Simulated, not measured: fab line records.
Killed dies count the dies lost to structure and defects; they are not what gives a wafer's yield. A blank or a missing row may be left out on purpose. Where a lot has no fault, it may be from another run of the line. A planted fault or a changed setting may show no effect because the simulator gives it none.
Matching of chambers || flow sky130 || pecvd-01 running SKY_CONTACT_CVD_00: 3 sister chambers
The step deposits Si3N4, target thk 75 nm. 6 wafers are shown with their chamber, then 11 later ones without.

## EACH WAFER AND ITS CHAMBER
{"wafer": "L085.1", "chamber": 1, "heater power w (W)": 709}
{"wafer": "L085.2", "chamber": 2, "heater power w (W)": 606}
{"wafer": "L087.3", "chamber": 2, "heater power w (W)": 622}
{"wafer": "L087.4", "chamber": 1, "heater power w (W)": 783}
{"wafer": "L087.6", "chamber": 0, "heater power w (W)": 652}
{"wafer": "L089.2", "chamber": 0, "heater power w (W)": 735}

## WAFERS WITH NO CHAMBER GIVEN
{"wafer": "L089.3", "heater power w (W)": 615}
{"wafer": "L089.4", "heater power w (W)": 723}
{"wafer": "L093.1", "heater power w (W)": 641}
{"wafer": "L093.2", "heater power w (W)": 626}
{"wafer": "L093.3", "heater power w (W)": 751}
{"wafer": "L093.4", "heater power w (W)": 644}
{"wafer": "L093.5", "heater power w (W)": 637}
{"wafer": "L093.6", "heater power w (W)": 767}
{"wafer": "L096.3", "heater power w (W)": 662}
{"wafer": "L096.4", "heater power w (W)": 555}
{"wafer": "L096.6", "heater power w (W)": 679}

## CHAMBER TAKEN BY EACH
{"wafer": "L089.3", "from the rows above": "can't be placed: 2 or 0", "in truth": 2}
{"wafer": "L089.4", "from the rows above": "can't be placed: 1 or 0 or 2", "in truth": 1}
{"wafer": "L093.1", "from the rows above": "can't be placed: 2 or 0 or 1", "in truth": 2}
{"wafer": "L093.2", "from the rows above": "can't be placed: 2 or 0", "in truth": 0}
{"wafer": "L093.3", "from the rows above": "can't be placed: 1 or 0", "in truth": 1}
{"wafer": "L093.4", "from the rows above": "can't be placed: 2 or 0 or 1", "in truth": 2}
{"wafer": "L093.5", "from the rows above": "can't be placed: 2 or 0 or 1", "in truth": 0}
{"wafer": "L093.6", "from the rows above": "can't be placed: 1 or 0", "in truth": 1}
{"wafer": "L096.3", "from the rows above": "can't be placed: 0 or 2 or 1", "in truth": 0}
{"wafer": "L096.4", "from the rows above": "can't be placed: 2 or 0", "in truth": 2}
{"wafer": "L096.6", "from the rows above": "can't be placed: 0 or 2 or 1", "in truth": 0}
0 of 11 placed correctly. These rows do not allow placing 11 (true chamber among the candidates in 11). 0 placed wrongly.
How it was worked out, from the rows above alone: a wafer's distance from a chamber is the root of the sum, over the readings, of the square of ((its reading less the chamber's mean) divided by the reading's scatter). If the next closest chamber is less than 2 further off than the closest, the wafer can't be placed; otherwise it belongs to the closest. A chamber's mean is the mean of its shown wafers. How the scatter is found: for the shown wafers, subtract from each reading the mean of its chamber, square and add these, divide the total by (wafers less chambers), then take the root.
